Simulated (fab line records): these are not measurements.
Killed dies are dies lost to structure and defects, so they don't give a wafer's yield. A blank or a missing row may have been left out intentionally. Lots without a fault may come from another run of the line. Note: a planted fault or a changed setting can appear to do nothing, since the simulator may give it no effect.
Matching of chambers ; flow sky130 ; SKY_FIELD_ISO_CMP_27 on cmp-02 has 4 sister chambers
The step polishes, stops on Si3N4, t overpolish 16 s, target thk 457.8 nm. 8 wafers are shown with their chamber, then 10 later ones without.

WAFERS WITH THEIR CHAMBER
wafer;chamber;motorCurrentA (A);timeToEndpointS (s)
L861.2;1;13.6;111
L863.1;0;11.7;110
L863.5;0;11.4;115
L864.3;1;13.3;116
L864.4;2;11.6;116
L864.6;3;12.4;113
L865.2;2;11.7;109
L865.5;3;11.7;111

WAFERS MISSING THEIR CHAMBER
wafer;motorCurrentA (A);timeToEndpointS (s)
L866.5;13.6;106
L866.6;11.8;109
L867.1;12.1;116
L867.5;11.2;114
L868.1;12.1;111
L868.5;12.8;112
L868.6;11.3;114
L880.1;12.0;119
L880.3;12.2;119
L880.5;13.5;116

THE CHAMBER EACH PASSED THROUGH
wafer;from the rows above;in truth
L866.5;1;1
L866.6;can't be placed: 2 or 3 or 0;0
L867.1;can't be placed: 3 or 2 or 0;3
L867.5;can't be placed: 0 or 2 or 3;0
L868.1;can't be placed: 3 or 2 or 0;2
L868.5;can't be placed: 1 or 3 or 2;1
L868.6;can't be placed: 0 or 2 or 3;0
L880.1;can't be placed: 3 or 2 or 0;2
L880.3;can't be placed: 3 or 2 or 0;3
L880.5;1;1
2 of 10 placed correctly. Cannot be placed on the basis of these rows: 8; the candidates contain the true chamber in 8. Wrongly placed: 0.
How it was worked out, from the rows above alone: a wafer's distance from a chamber is the root of the sum, over the readings, of the square of ((its reading less the chamber's mean) divided by the reading's scatter). If the next closest chamber is less than 2 further off than the closest, the wafer can't be placed; otherwise it belongs to the closest. The mean given for a chamber averages the wafers shown for that chamber. The scatter is the square root of a quotient: the sum, over the shown wafers, of each reading's squared deviation from its chamber's mean, divided by wafers minus chambers.
